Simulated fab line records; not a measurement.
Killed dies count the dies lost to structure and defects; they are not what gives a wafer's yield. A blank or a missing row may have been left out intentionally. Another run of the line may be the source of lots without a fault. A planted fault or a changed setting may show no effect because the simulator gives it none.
Comparing a struck lot with a sound one	flow sfq_line	14 out of 325 route steps
Sound: the wafers L685.1, L685.4, L685.6. Struck: wafer L697.1; the same lot's L697.3 was not struck, so it is left out; see the end for the cause.
Per side, at each step with rows, come the tool, then ch with its chambers, and then its first start. Under that, the readings that differ: sound wafers	struck wafers	difference of the means	sigmas: that difference in standard deviations of wafers without a fault.
alike: same words and numbers on both sides, and readings whose means sit less than 2 such deviations apart. not compared: any withheld reading, any reading some wafer has no value for, any bound like >300 that may hide the same value, and any number with overlapping values for which the record gives no deviation.
A row with sigmas, a row that says differs or no value, or rows on one side alone: a step with any of these is where the two part. When numbers do not overlap yet have no deviation, they are printed without sigmas and do not part them. A reading that every wafer of one side lacks parts them only if that side has two wafers or more.

SFQ_INCOMING_BOW_MEAS_900:
  sound on film_metro-03 at day 2 06:00; struck on film_metro-03 at day 4 18:00
  alike: INCOMING_BOW
then, 1 step without rows for these wafers: SFQ_TRILAYER_INCOMING_OXIDATION_002 (target thk 500 nm, ox time 4939 s).
SFQ_TRILAYER_L0_DEP_SPUTTER_003: material MoNx KI, target thk 40 nm, time 100 s.
  sound on pvd_sputter-05 at day 2 08:29; struck on pvd_sputter-05 at day 4 20:29
  alike: base_pressure_pa, throttle_valve_pct
SFQ_L0_RS_MEAS_901: measurement is done with a four-point probe.
  sound on film_metro-02 at day 2 08:34; struck on film_metro-01 at day 4 20:34
  alike: L0_MONX_KI_RS
SFQ_L0_THK_MEAS_902: measures by xrf.
  sound on film_metro-02 at day 2 08:41; struck on film_metro-01 at day 4 20:41
  alike: L0_MONX_KI_THK
then, 6 steps without rows for these wafers: SFQ_TRILAYER_L0_LITHO_COAT_010 (resist thk 62 nm); SFQ_TRILAYER_L0_LITHO_COAT_005 (resist thk 600 nm); SFQ_TRILAYER_L0_LITHO_SOFTBAKE_009; SFQ_TRILAYER_L0_LITHO_EXPOSE_006 (exposes mask L0, target cd 2000 nm); SFQ_TRILAYER_L0_LITHO_PEB_008 (peb time 60 s); SFQ_TRILAYER_L0_LITHO_DEVELOP_007 (time 60 s).
-- the record jumps here: 4 days lie between the struck wafers' starts before and after --
SFQ_TRILAYER_L0_BARC_OPEN_METAL_ETCH_010: etches BARC in O2, target depth 125 nm, time 41.7 s.
  sound on rie_metal-02 ch 0,1, day 5 05:30; struck on rie_metal-01 ch 0, day 8 12:56
reading	sound	struck	difference	sigmas
oes_product_au (a.u.)	0.685 0.682 0.689	0.788	+0.103	+23
run_length_s (s)	69.8 70.4 69.7	62.3	-7.7	-23
model.KrF_of_TRILAYER_L0_LITHO_COAT_005.thk_nm (nm)	524.1 522.3 523.5	534.4	+11.1	
  alike: drypump_motor_current_A
  not compared: rf_fwd_power_W, rf_hours_counter_h
SFQ_TRILAYER_L0_ETCH_METAL_ETCH_008: etches MoNx KI in SF6/O2, stops on SiO2, target depth 50 nm, time 25 s.
  sound on rie_metal-02 ch 0,1, day 5 05:34; struck on rie_metal-01 ch 0, day 8 12:59
reading	sound	struck	difference	sigmas
model.KrF_of_TRILAYER_L0_LITHO_COAT_005.thk_nm (nm)	482.3 480.2 482	493.2	+11.7	
  alike: drypump_motor_current_A, oes_product_au, rf_fwd_power_W, run_length_s
  not compared: rf_hours_counter_h
SFQ_TRILAYER_L0_STRIP_STRIP_009: strips in O2.
  sound on rie_metal-02 ch 0,1, day 5 05:36; struck on rie_metal-01 ch 0, day 8 13:02
  alike: drypump_motor_current_A, oes_product_au
  not compared: rf_hours_counter_h

== WHERE THEY PART ==
Within this record, at SFQ_TRILAYER_L0_BARC_OPEN_METAL_ETCH_010 only. Later steps at which nothing parts them and some readings are alike: SFQ_TRILAYER_L0_ETCH_METAL_ETCH_008, SFQ_TRILAYER_L0_STRIP_STRIP_009.

WHY: whatever the simulator had introduced
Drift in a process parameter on rie_metal-01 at SFQ_TRILAYER_L0_BARC_OPEN_METAL_ETCH_010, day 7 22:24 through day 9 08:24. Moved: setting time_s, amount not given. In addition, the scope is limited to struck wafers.
